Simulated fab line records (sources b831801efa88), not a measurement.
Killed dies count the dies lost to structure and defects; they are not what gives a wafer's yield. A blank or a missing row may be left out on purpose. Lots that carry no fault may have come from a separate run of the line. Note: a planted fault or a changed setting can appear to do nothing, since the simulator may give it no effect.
Problem report, 8D (eight disciplines) form, completed by code :: flow sky130 :: the parts of the form that need people (team, actions taken, sign-off) are left out

== 1. THE PROBLEM ==
Wafers without a fault read 119.10 s with a standard deviation of 0.13, while runLengthS at SKY_VIA1_SOFTBAKE_08 averages 94.44 s across 2 wafers of 1 lot. So: -99 or more standard deviations from the usual mean.
The step: time 90 s.
The first sign was on wafer L357.2 at day 37 11:00, on lithoTrack-04. The record has a number at this step for 14 wafers belonging to 5 lots. Rule for "out", or "out of limits": more than 4 standard deviations from the usual mean. Any other wafer with a number is counted as sound.

== 2. WHAT IT IS; WHAT IT IS NOT ==
question: which readings at this step
is: runLengthS, heaterPowerTotalW
is not: -

question: which lots
is: L357
is not: L346, L351, L355, L367

question: which wafers of those lots
is: all that have a number
is not: -

question: read on which tools
is: lithoTrack-04
is not: lithoTrack-01

question: when
is: from day 37 11:00
is not: up to then (9 sound wafers); but 3 sound wafers of L367 came after

== 3. WHAT RULES OUT EACH SUSPECT ==
Counting: a tool stays on the suspect list if, at a process step up to the reading, it processed all lots that are out and no sound lot following the first of them.
- plasmaAsher-01 at SKY_METAL1_STRIP_20 (strips in O2/N2): kept. It ran the lot that is out, L357 (day 36 21:13), and no sound lot after that; its last sound lot up to then is L346 (day 32 20:19).
- cmp-02 at SKY_VIA1_CMP_02 (polishes SiO2): ruled out as a lasting fault. Sound lots L367 ran on it after its first lot that is out, L357 (day 36 22:14).
- lithoTrack-04 at SKY_VIA1_SOFTBAKE_08 (time 90 s): ruled out as a lasting fault. Sound lots L367 ran on it after its first lot that is out, L357 (day 37 11:00).
After counting, what remains is plasmaAsher-01 at SKY_METAL1_STRIP_20.

== 4. THE CAUSE (what the simulator had put in) ==
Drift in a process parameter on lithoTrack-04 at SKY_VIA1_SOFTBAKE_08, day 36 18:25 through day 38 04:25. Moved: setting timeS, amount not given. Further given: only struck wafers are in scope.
Counting ruled it out, wrongly.

== 5. THE EFFECT CHAIN, in route order ==
Each row: a reading whose mean over the struck wafers that have a number lies more than 3 standard deviations from the usual. Scope: only readings with a usual standard deviation given in the record; hours: median across lots of the time from each lot's start at the first step in this table that gives one to its start at this step; sigmas: change in usual standard deviations.
hours: 0
step: SKY_VIA1_SOFTBAKE_08
reading: heaterPowerTotalW
usual: 57.35 W
on struck wafers: 63.77
change: +6.41
sigmas: +58

hours: 0
step: SKY_VIA1_SOFTBAKE_08
reading: runLengthS
usual: 119.10 s
on struck wafers: 94.44
change: -24.66
sigmas: -99 or more
Here are the process steps it includes:
- SKY_VIA1_SOFTBAKE_08: time 90 s.

== 6. WHAT WOULD HAVE CAUGHT IT SOONER ==
The fault began at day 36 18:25; the first out-of-limits reading in this record came at day 37 11:00, 17 hours later.
